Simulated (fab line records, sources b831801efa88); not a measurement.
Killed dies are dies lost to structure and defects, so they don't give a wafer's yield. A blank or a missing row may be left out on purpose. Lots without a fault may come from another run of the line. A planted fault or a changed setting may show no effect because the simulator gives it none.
fab line records | flow gf180mcu
record lots=24 wafers=72 last_day=34
route steps=602 shown LVPWELL@61 CONTACT@288 V1@338 V3@434 V4@479
lots that met no fault: from a run of the same line without faults
start_h: hours from the record's first day to the start of the lot's first wafer shown | wait_h: hours since the lot's step before | " the same as in the row above | L1.1+2: a row that stands for several wafers | - no value, or no start given | * or withheld: withheld | < > ~ a bound
route shown NAME@n: a module of which the file shows steps, and the number in the route of the first | usual: mean/standard deviation of fault-free wafers | same: alike in all rows | chamber/n: place in a boat | sites: the reading at each site | _std_site: their standard deviation | _edge_site: outer sites' mean less inner sites' | radius_mm: how far each site lies from the wafer's centre | mask NAME#n: copy n | behind: the tool/chamber that last shaped the wafer | hold: why the lot was held/for how many hours/how that ended | device: the transistor (n, p or np) that didn't switch | end of line: the same wafers' tests at the end of the route | a step without rows: its recipe alone | killed: dies lost to structure and defects at the first sort, not the wafer's yield | map: a wafer's dies, x killed, . not, _ none there
set.NAME: the setting as run; set.NAME@STEP: as run at that earlier step | model.NAME: the simulator's own value behind a step, which no gauge read
steps of the route over a sample of lots; a table a step, a row a wafer
## steps
# step GF_LVPWELL_OVL_MEAS_07
# usual LVPWELL_OVL=-0.1/1.4
# columns lot.wafer tool chamber start_h wait_h LVPWELL_OVL[nm]
L074.1 overlay-02 - 71.78 - 1.7
L074.2 " - " " 0.4
L074.5 " - " " -2.1
L075.1 overlay-01 - 73.09 - 0.5
L075.4 " - " " 0.0
L075.6 " - " " -0.4
L076.3 overlay-01 - 77.89 - -0.7
L076.4 " - " " 0.2
L076.5 " - " " -2.1
L077.3 overlay-01 - 86.53 - -0.8
L077.5 " - " " -1.0
L077.6 " - " " -0.2
L078.1 overlay-02 - 95.93 - 0.4
L078.5 " - " " -2.2
L078.6 " - " " 0.0
L079.2 overlay-02 - 100.25 - 1.1
L079.4 " - " " -0.3
L079.5 " - " " 1.5
L080.2 overlay-02 - 102.50 - -2.3
L080.4 " - " " -1.0
L080.5 " - " " 0.6
L081.3 overlay-01 - 110.85 - 3.0
L081.4 " - " " 0.2
L081.5 " - " " 0.3
L082.3 overlay-02 - 115.13 - -0.6
L082.4 " - " " -1.0
L082.6 " - " " 2.2
L083.1 overlay-02 - 119.75 - 1.0
L083.4 " - " " 0.8
L083.6 " - " " 1.5
L084.1 overlay-02 - 124.84 - -2.4
L084.4 " - " " -1.6
L084.6 " - " " -2.5
L085.2 overlay-01 - 130.80 - -2.3
L085.5 " - " " -2.2
L085.6 " - " " -2.2
L086.2 overlay-02 - 135.84 - -0.4
L086.4 " - " " -1.7
L086.6 " - " " 0.3
L087.2 overlay-02 - 140.32 - -2.0
L087.4 " - " " -1.4
L087.5 " - " " -4.0
L088.1 overlay-01 - 145.78 - -0.2
L088.3 " - " " -0.1
L088.6 " - " " -0.4
L089.2 overlay-02 - 152.24 - -0.3
L089.3 " - " " 0.2
L089.5 " - " " -0.4
L090.1 overlay-01 - 158.68 - -1.2
L090.3 " - " " -0.6
L090.6 " - " " -0.9
L091.3 overlay-01 - 165.27 - 2.8
L091.4 " - " " 1.7
L091.5 " - " " 2.4
L092.1 overlay-02 - 179.53 - 0.9
L092.3 " - " " 0.6
L092.6 " - " " 1.2
L093.1 overlay-02 - 185.94 - 0.8
L093.2 " - " " 1.2
L093.3 " - " " 0.5
L094.1 overlay-02 - 187.68 - 0.3
L094.2 " - " " -0.7
L094.3 " - " " 0.1
L095.4 overlay-01 - 191.20 - 1.4
L095.5 " - " " 0.3
L095.6 " - " " 1.4
L096.1 overlay-01 - 195.78 - 0.8
L096.5 " - " " -0.8
L096.6 " - " " 1.0
L097.1 overlay-02 - 203.09 - 0.7
L097.3 " - " " 2.5
L097.4 " - " " 0.2
# step GF_CONTACT_THK_MEAS_01
# recipe reads=SiO2_of_CONTACT_CVD_00
# usual CONTACT_CVD_00_THK=301/3.3
# columns lot.wafer tool chamber start_h wait_h CONTACT_CVD_00_THK[nm]
L074.1 film_metro-01 - 340.48 0.0 302
L074.2 " - " " 303
L074.5 " - " " 308
L075.1 film_metro-04 - 344.84 0.0 303
L075.4 " - " " 303
L075.6 " - " " 300
L076.3 film_metro-04 - 348.99 0.0 302
L076.4 " - " " 305
L076.5 " - " " 299
L077.3 film_metro-01 - 363.82 0.0 305
L077.5 " - " " 299
L077.6 " - " " 305
L078.1 film_metro-04 - 376.74 0.0 304
L078.5 " - " " 302
L078.6 " - " " 301
L079.2 film_metro-02 - 383.05 0.0 306
L079.4 " - " " 302
L079.5 " - " " 305
L080.2 film_metro-01 - 388.25 0.0 298
L080.4 " - " " 303
L080.5 " - " " 300
L081.3 film_metro-04 - 403.39 0.0 293
L081.4 " - " " 293
L081.5 " - " " 296
L082.3 film_metro-04 - 409.64 0.0 301
L082.4 " - " " 299
L082.6 " - " " 302
L083.1 film_metro-02 - 418.57 0.0 302
L083.4 " - " " 301
L083.6 " - " " 306
L084.1 film_metro-02 - 428.89 0.0 301
L084.4 " - " " 304
L084.6 " - " " 305
L085.2 film_metro-01 - 439.03 0.0 304
L085.5 " - " " 300
L085.6 " - " " 306
L086.2 film_metro-01 - 445.09 0.0 304
L086.4 " - " " 303
L086.6 " - " " 301
L087.2 film_metro-01 - 454.38 0.0 303
L087.4 " - " " 301
L087.5 " - " " 305
L088.1 film_metro-04 - 459.99 0.0 295
L088.3 " - " " 302
L088.6 " - " " 298
L089.2 film_metro-04 - 467.43 0.0 299
L089.3 " - " " 301
L089.5 " - " " 304
L090.1 film_metro-01 - 478.65 0.0 304
L090.3 " - " " 303
L090.6 " - " " 298
L091.3 film_metro-04 - 488.36 0.0 306
L091.4 " - " " 306
L091.5 " - " " 300
L092.1 film_metro-02 - 511.04 0.0 294
L092.3 " - " " 295
L092.6 " - " " 297
L093.1 film_metro-04 - 519.43 0.0 302
L093.2 " - " " 299
L093.3 " - " " 300
L094.1 film_metro-01 - 522.42 0.0 296
L094.2 " - " " 298
L094.3 " - " " 302
L095.4 film_metro-01 - 527.33 0.0 302
L095.5 " - " " 299
L095.6 " - " " 297
L096.1 film_metro-02 - 530.93 0.0 302
L096.5 " - " " 304
L096.6 " - " " 301
L097.1 film_metro-02 - 538.42 0.0 302
L097.3 " - " " 302
L097.4 " - " " 307
# step GF_V1_THK_MEAS_03
# recipe reads=SiO2_of_V1_CVD_02
# usual V1_CVD_02_THK=852/11
# columns lot.wafer tool chamber start_h wait_h V1_CVD_02_THK[nm]
L074.1 film_metro-03 - 387.41 0.0 849
L074.2 " - " " 849
L074.5 " - " " 852
L075.1 film_metro-03 - 391.76 0.0 845
L075.4 " - " " 858
L075.6 " - " " 868
L076.3 film_metro-03 - 397.11 0.1 840
L076.4 " - " " 856
L076.5 " - " " 867
L077.3 film_metro-02 - 413.16 0.1 851
L077.5 " - " " 852
L077.6 " - " " 856
L078.1 film_metro-03 - 425.72 0.0 857
L078.5 " - " " 875
L078.6 " - " " 878
L079.2 film_metro-03 - 433.30 0.0 848
L079.4 " - " " 872
L079.5 " - " " 878
L080.2 film_metro-04 - 438.67 0.0 837
L080.4 " - " " 851
L080.5 " - " " 858
L081.3 film_metro-02 - 461.33 0.1 851
L081.4 " - " " 855
L081.5 " - " " 853
L082.3 film_metro-03 - 461.61 0.1 854
L082.4 " - " " 860
L082.6 " - " " 876
L083.1 film_metro-02 - 469.54 0.0 849
L083.4 " - " " 865
L083.6 " - " " 877
L084.1 film_metro-04 - 480.92 0.0 844
L084.4 " - " " 870
L084.6 " - " " 858
L085.2 film_metro-02 - 490.82 0.0 847
L085.5 " - " " 844
L085.6 " - " " 863
L086.2 film_metro-03 - 497.55 0.0 847
L086.4 " - " " 846
L086.6 " - " " 849
L087.2 film_metro-04 - 505.98 0.0 858
L087.4 " - " " 871
L087.5 " - " " 869
L088.1 film_metro-03 - 511.80 0.0 840
L088.3 " - " " 844
L088.6 " - " " 852
L089.2 film_metro-03 - 516.78 0.0 831
L089.3 " - " " 835
L089.5 " - " " 838
L090.1 film_metro-04 - 527.67 0.0 851
L090.3 " - " " 836
L090.6 " - " " 862
L091.3 film_metro-02 - 537.92 0.1 833
L091.4 " - " " 845
L091.5 " - " " 849
L092.1 film_metro-04 - 558.63 0.0 834
L092.3 " - " " 843
L092.6 " - " " 854
L093.1 film_metro-02 - 567.86 0.0 850
L093.2 " - " " 848
L093.3 " - " " 835
L094.1 film_metro-03 - 570.11 0.0 845
L094.2 " - " " 848
L094.3 " - " " 852
L095.4 film_metro-04 - 573.87 0.0 851
L095.5 " - " " 854
L095.6 " - " " 863
L096.1 film_metro-04 - 578.44 0.0 838
L096.5 " - " " 863
L096.6 " - " " 866
L097.1 film_metro-03 - 584.26 0.0 830
L097.3 " - " " 837
L097.4 " - " " 850
# step GF_V1_THK_MEAS_25
# recipe thk_meas_gauge=xrf reads=W_of_V1_CVD_23
# usual V1_W_THK=342/5
# columns lot.wafer tool chamber start_h wait_h V1_W_THK[nm]
L074.1 film_metro-03 - 412.52 0.1 348
L074.2 " - " " 353
L074.5 " - " " 349
L075.1 film_metro-02 - 416.78 0.1 340
L075.4 " - " " 343
L075.6 " - " " 340
L076.3 film_metro-03 - 422.89 0.1 341
L076.4 " - " " 345
L076.5 " - " " 343
L077.3 film_metro-04 - 439.31 0.1 345
L077.5 " - " " 345
L077.6 " - " " 344
L078.1 film_metro-03 - 452.07 0.1 344
L078.5 " - " " 343
L078.6 " - " " 339
L079.2 film_metro-02 - 459.26 0.1 347
L079.4 " - " " 347
L079.5 " - " " 350
L080.2 film_metro-03 - 464.37 0.1 343
L080.4 " - " " 341
L080.5 " - " " 341
L081.3 film_metro-02 - 487.16 0.1 344
L081.4 " - " " 344
L081.5 " - " " 345
L082.3 film_metro-03 - 487.66 0.1 344
L082.4 " - " " 344
L082.6 " - " " 341
L083.1 film_metro-04 - 495.18 0.1 337
L083.4 " - " " 342
L083.6 " - " " 340
L084.1 film_metro-02 - 505.47 0.1 337
L084.4 " - " " 344
L084.6 " - " " 342
L085.2 film_metro-03 - 515.65 0.1 337
L085.5 " - " " 335
L085.6 " - " " 333
L086.2 film_metro-02 - 522.22 0.1 342
L086.4 " - " " 344
L086.6 " - " " 341
L087.2 film_metro-04 - 530.03 0.1 345
L087.4 " - " " 345
L087.5 " - " " 354
L088.1 film_metro-02 - 536.11 0.1 335
L088.3 " - " " 333
L088.6 " - " " 338
L089.2 film_metro-02 - 540.63 0.1 342
L089.3 " - " " 339
L089.5 " - " " 338
L090.1 film_metro-04 - 551.12 0.1 340
L090.3 " - " " 338
L090.6 " - " " 339
L091.3 film_metro-03 - 561.73 0.1 337
L091.4 " - " " 341
L091.5 " - " " 336
L092.1 film_metro-02 - 581.39 0.1 346
L092.3 " - " " 351
L092.6 " - " " 346
L093.1 film_metro-03 - 590.86 0.1 349
L093.2 " - " " 342
L093.3 " - " " 342
L094.1 film_metro-02 - 592.88 0.1 346
L094.2 " - " " 343
L094.3 " - " " 344
L095.4 film_metro-02 - 596.85 0.1 334
L095.5 " - " " 335
L095.6 " - " " 338
L096.1 film_metro-03 - 601.44 0.1 348
L096.5 " - " " 348
L096.6 " - " " 345
L097.1 film_metro-03 - 606.67 0.1 335
L097.3 " - " " 334
L097.4 " - " " 333
# step GF_V3_BOW_MEAS_05
# recipe mode=bow
# usual V3_BOW=117/8.5
# columns lot.wafer tool chamber start_h wait_h V3_BOW[um]
L074.1 film_metro-03 - 490.32 0.2 114
L074.2 " - " " 103
L074.5 " - " " 96
L075.1 film_metro-03 - 493.56 0.1 116
L075.4 " - " " 114
L075.6 " - " " 132
L076.3 film_metro-04 - 499.94 0.2 121
L076.4 " - " " 98
L076.5 " - " " 112
L077.3 film_metro-03 - 516.47 0.2 117
L077.5 " - " " 123
L077.6 " - " " 115
L078.1 film_metro-02 - 527.36 0.2 112
L078.5 " - " " 115
L078.6 " - " " 106
L079.2 film_metro-03 - 536.15 0.3 116
L079.4 " - " " 111
L079.5 " - " " 107
L080.2 film_metro-02 - 539.90 0.1 128
L080.4 " - " " 133
L080.5 " - " " 126
L081.3 film_metro-03 - 561.13 0.3 123
L081.4 " - " " 118
L081.5 " - " " 119
L082.3 film_metro-04 - 561.64 0.1 123
L082.4 " - " " 110
L082.6 " - " " 115
L083.1 film_metro-02 - 568.85 0.1 120
L083.4 " - " " 103
L083.6 " - " " 110
L084.1 film_metro-04 - 576.94 0.1 104
L084.4 " - " " 110
L084.6 " - " " 104
L085.2 film_metro-03 - 586.65 0.2 124
L085.5 " - " " 129
L085.6 " - " " 117
L086.2 film_metro-03 - 592.92 0.1 132
L086.4 " - " " 125
L086.6 " - " " 113
L087.2 film_metro-02 - 599.92 0.2 107
L087.4 " - " " 129
L087.5 " - " " 118
L088.1 film_metro-03 - 604.50 0.1 126
L088.3 " - " " 118
L088.6 " - " " 116
L089.2 film_metro-02 - 610.78 0.3 116
L089.3 " - " " 116
L089.5 " - " " 116
L090.1 film_metro-03 - 618.48 0.2 122
L090.3 " - " " 113
L090.6 " - " " 121
L091.3 film_metro-03 - 630.29 0.2 117
L091.4 " - " " 114
L091.5 " - " " 125
L092.1 film_metro-03 - 647.48 0.1 103
L092.3 " - " " 116
L092.6 " - " " 111
L093.1 film_metro-03 - 656.89 0.2 116
L093.2 " - " " 115
L093.3 " - " " 117
L094.1 film_metro-03 - 659.37 0.2 117
L094.2 " - " " 109
L094.3 " - " " 106
L095.4 film_metro-04 - 662.47 0.3 119
L095.5 " - " " 123
L095.6 " - " " 120
L096.1 film_metro-02 - 666.58 0.1 108
L096.5 " - " " 113
L096.6 " - " " 122
L097.1 film_metro-03 - 671.52 0.1 117
L097.3 " - " " 125
L097.4 " - " " 113
# step GF_V4_THK_MEAS_03
# recipe reads=SiO2_of_V4_CVD_02
# usual V4_CVD_02_THK=855/12
# columns lot.wafer tool chamber start_h wait_h V4_CVD_02_THK[nm]
L074.1 film_metro-02 - 538.74 0.0 846
L074.2 " - " " 840
L074.5 " - " " 846
L075.1 film_metro-02 - 542.33 0.0 843
L075.4 " - " " 865
L075.6 " - " " 865
L076.3 film_metro-01 - 547.82 0.1 836
L076.4 " - " " 854
L076.5 " - " " 862
L077.3 film_metro-02 - 563.66 0.1 847
L077.5 " - " " 879
L077.6 " - " " 867
L078.1 film_metro-02 - 573.31 0.0 847
L078.5 " - " " 859
L078.6 " - " " 864
L079.2 film_metro-01 - 582.28 0.0 857
L079.4 " - " " 863
L079.5 " - " " 858
L080.2 film_metro-02 - 586.97 0.0 855
L080.4 " - " " 869
L080.5 " - " " 856
L081.3 film_metro-01 - 606.13 0.1 831
L081.4 " - " " 853
L081.5 " - " " 852
L082.3 film_metro-02 - 606.93 0.1 861
L082.4 " - " " 859
L082.6 " - " " 874
L083.1 film_metro-04 - 614.01 0.0 844
L083.4 " - " " 855
L083.6 " - " " 871
L084.1 film_metro-01 - 620.76 0.0 848
L084.4 " - " " 877
L084.6 " - " " 857
L085.2 film_metro-04 - 630.54 0.0 853
L085.5 " - " " 881
L085.6 " - " " 879
L086.2 film_metro-02 - 636.52 0.0 851
L086.4 " - " " 866
L086.6 " - " " 863
L087.2 film_metro-01 - 643.47 0.0 847
L087.4 " - " " 841
L087.5 " - " " 862
L088.1 film_metro-04 - 649.08 0.0 835
L088.3 " - " " 842
L088.6 " - " " 857
L089.2 film_metro-04 - 653.78 0.0 853
L089.3 " - " " 855
L089.5 " - " " 863
L090.1 film_metro-02 - 660.89 0.0 838
L090.3 " - " " 856
L090.6 " - " " 860
L091.3 film_metro-01 - 679.99 0.1 854
L091.4 " - " " 870
L091.5 " - " " 864
L092.1 film_metro-01 - 688.75 0.0 855
L092.3 " - " " 844
L092.6 " - " " 866
L093.1 film_metro-01 - 696.89 0.0 840
L093.2 " - " " 856
L093.3 " - " " 850
L094.1 film_metro-02 - 699.55 0.0 840
L094.2 " - " " 845
L094.3 " - " " 840
L095.4 film_metro-04 - 703.81 0.0 871
L095.5 " - " " 865
L095.6 " - " " 869
L096.1 film_metro-01 - 706.06 0.0 842
L096.5 " - " " 853
L096.6 " - " " 862
L097.1 film_metro-04 - 711.18 0.0 838
L097.3 " - " " 840
L097.4 " - " " 849
## key
fault none
